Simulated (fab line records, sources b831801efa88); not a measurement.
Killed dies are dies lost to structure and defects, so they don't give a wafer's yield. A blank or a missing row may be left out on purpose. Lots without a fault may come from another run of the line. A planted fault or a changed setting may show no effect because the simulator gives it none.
Which tool did it? | flow sky130 | 24 lots, 72 wafers sampled, at 2 steps of a route of 708

WHAT THE GAUGES READ, wafer by wafer
SKY_LOCAL_INTERCONNECT_THK_MEAS_02: measures by xrf. Usual: LOCAL_INTERCONNECT_TIN_THK 100.7 nm, standard deviation 1.6.
lot  | measured     | on            | LOCAL_INTERCONNECT_TIN_THK (nm) | flag
L074 | day 29 01:56 | film_metro-02 | 101.4 100.2 101.1               |
L075 | day 29 14:56 | film_metro-01 | 97.9 99.7 101.7                 |
L076 | day 30 00:29 | film_metro-02 | 101.6 101.0 100.8               |
L077 | day 30 11:00 | film_metro-04 | 96.8 100.3 99.6                 |
L078 | day 30 18:48 | film_metro-04 | 100.1 99.2 101.2                |
L079 | day 31 06:04 | film_metro-04 | 102.2 102.3 102.2               |
L080 | day 31 17:03 | film_metro-01 | 101.6 99.8 101.0                |
L081 | day 31 23:05 | film_metro-02 | 101.5 100.1 100.2               |
L082 | day 32 07:09 | film_metro-04 | 101.3 103.7 101.9               |
L083 | day 32 07:45 | film_metro-01 | 102.5 102.0 97.7                |
L084 | day 32 22:29 | film_metro-04 | 101.5 103.5 102.6               |
L085 | day 33 05:55 | film_metro-04 | 102.8 100.9 102.0               |
L086 | day 33 11:19 | film_metro-04 | 100.1 101.1 99.9                |
L087 | day 33 16:28 | film_metro-02 | 99.7 97.5 96.7                  |
L088 | day 33 21:40 | film_metro-02 | 97.6 98.0 101.2                 |
L089 | day 34 00:49 | film_metro-02 | 100.4 101.7 100.7               |
L090 | day 34 18:26 | film_metro-04 | 101.7 99.7 100.2                |
L091 | day 34 19:17 | film_metro-02 | 98.2 99.6 98.9                  |
L092 | day 35 06:46 | film_metro-04 | 102.6 102.0 102.6               |
L093 | day 35 11:25 | film_metro-01 | 102.0 102.7 104.2               |
L094 | day 35 20:58 | film_metro-02 | 99.8 99.1 99.9                  |
L095 | day 36 05:38 | film_metro-02 | 101.1 100.8 101.1               |
L096 | day 36 16:55 | film_metro-04 | 103.3 101.9 102.0               |
L097 | day 36 23:28 | film_metro-01 | 98.5 97.2 99.2                  |

WHICH TOOL RAN EACH LOT (tool, then ch and the chambers of the sampled wafers, then the start)
lot  | SKY_LDD_LDN_STRIP_12
L074 | plasma_asher-03 ch 0,1, day 22 16:23
L075 | plasma_asher-02 ch 0,1, day 23 06:17
L076 | plasma_asher-03 ch 0,1, day 23 12:12
L077 | plasma_asher-03 ch 0,1, day 24 02:32
L078 | plasma_asher-03 ch 0,1, day 24 10:18
L079 | plasma_asher-02 ch 0,1, day 24 20:40
L080 | plasma_asher-01 ch 0,1, day 25 09:43
L081 | plasma_asher-02 ch 0,1, day 25 16:28
L082 | plasma_asher-01 ch 0,1, day 25 23:10
L083 | plasma_asher-03 ch 1, day 26 02:02
L084 | plasma_asher-02 ch 0,1, day 26 18:49
L085 | plasma_asher-01 ch 0,1, day 27 02:10
L086 | plasma_asher-02 ch 0,1, day 27 05:13
L087 | plasma_asher-03 ch 0,1, day 27 16:58
L088 | plasma_asher-02 ch 0,1, day 27 21:00
L089 | plasma_asher-01 ch 0,1, day 28 01:37
L090 | plasma_asher-01 ch 0,1, day 28 19:38
L091 | plasma_asher-01 ch 1, day 28 21:31
L092 | plasma_asher-03 ch 0,1, day 29 10:05
L093 | plasma_asher-01 ch 0,1, day 29 13:38
L094 | plasma_asher-03 ch 0,1, day 30 00:01
L095 | plasma_asher-02 ch 0,1, day 30 10:25
L096 | plasma_asher-03 ch 1, day 30 22:55
L097 | plasma_asher-02 ch 0,1, day 31 06:13
- SKY_LDD_LDN_STRIP_12: strips in O2/N2.

WHAT THE TOOLS THEMSELVES READ (means of the sampled wafers that have a number; where no wafer has one, the mark that the record gives instead)
SKY_LDD_LDN_STRIP_12. Usual: drypump_motor_current_A 5.9 A, standard deviation 0.76; oes_product_au 0.716 a.u., standard deviation 0.0044; strip_time_to_endpoint_s 14.19 s, standard deviation 0.044.
lot  | tool            | drypump_motor_current_A (A) | oes_product_au (a.u.) | strip_time_to_endpoint_s (s) | flag
L074 | plasma_asher-03 | 6.6                         | 0.715                 | 14.17                        |
L075 | plasma_asher-02 | 5.0                         | 0.714                 | 14.20                        |
L076 | plasma_asher-03 | 6.5                         | 0.712                 | 14.22                        |
L077 | plasma_asher-03 | 6.6                         | 0.714                 | 14.22                        |
L078 | plasma_asher-03 | 6.6                         | 0.711                 | 14.19                        |
L079 | plasma_asher-02 | 4.9                         | 0.716                 | 14.15                        |
L080 | plasma_asher-01 | 6.2                         | 0.719                 | 14.21                        |
L081 | plasma_asher-02 | 4.9                         | 0.714                 | 14.21                        |
L082 | plasma_asher-01 | 6.1                         | 0.721                 | 14.24                        |
L083 | plasma_asher-03 | 6.7                         | 0.717                 | 14.12                        |
L084 | plasma_asher-02 | 4.9                         | 0.715                 | 14.21                        |
L085 | plasma_asher-01 | 6.4                         | 0.720                 | 14.17                        |
L086 | plasma_asher-02 | 4.9                         | 0.717                 | 14.17                        |
L087 | plasma_asher-03 | 6.6                         | 0.717                 | 14.25                        |
L088 | plasma_asher-02 | 4.9                         | 0.711                 | 14.20                        |
L089 | plasma_asher-01 | 6.4                         | 0.715                 | 14.22                        |
L090 | plasma_asher-01 | 6.4                         | 0.716                 | 14.24                        |
L091 | plasma_asher-01 | 6.6                         | 0.716                 | 14.22                        |
L092 | plasma_asher-03 | 6.5                         | 0.721                 | 14.18                        |
L093 | plasma_asher-01 | 6.4                         | 0.714                 | 14.14                        |
L094 | plasma_asher-03 | 6.6                         | 0.714                 | 14.26                        |
L095 | plasma_asher-02 | 5.0                         | 0.719                 | 14.13                        |
L096 | plasma_asher-03 | 6.7                         | 0.716                 | 14.15                        |
L097 | plasma_asher-02 | 5.0                         | 0.715                 | 14.19                        |

THE ANSWER, worked out from the rows above alone
Rule: a lot is off if the mean of its wafers that have a number lies more than 3 standard deviations from the usual mean. A lot without any number at a reading at which 4 lots or more have one is off too. The other lots that the step has rows for count as sound. The gauges are gone through in route order, then the tools' own readings, and for those a lot's mean is taken as printed above. The first step at which some lot is off is used, and at that step the reading that is off furthest; a lot without a number counts as furthest.
No lot is off at any reading shown: from this, nothing can be told.

WHAT THE SIMULATOR HAD PUT IN
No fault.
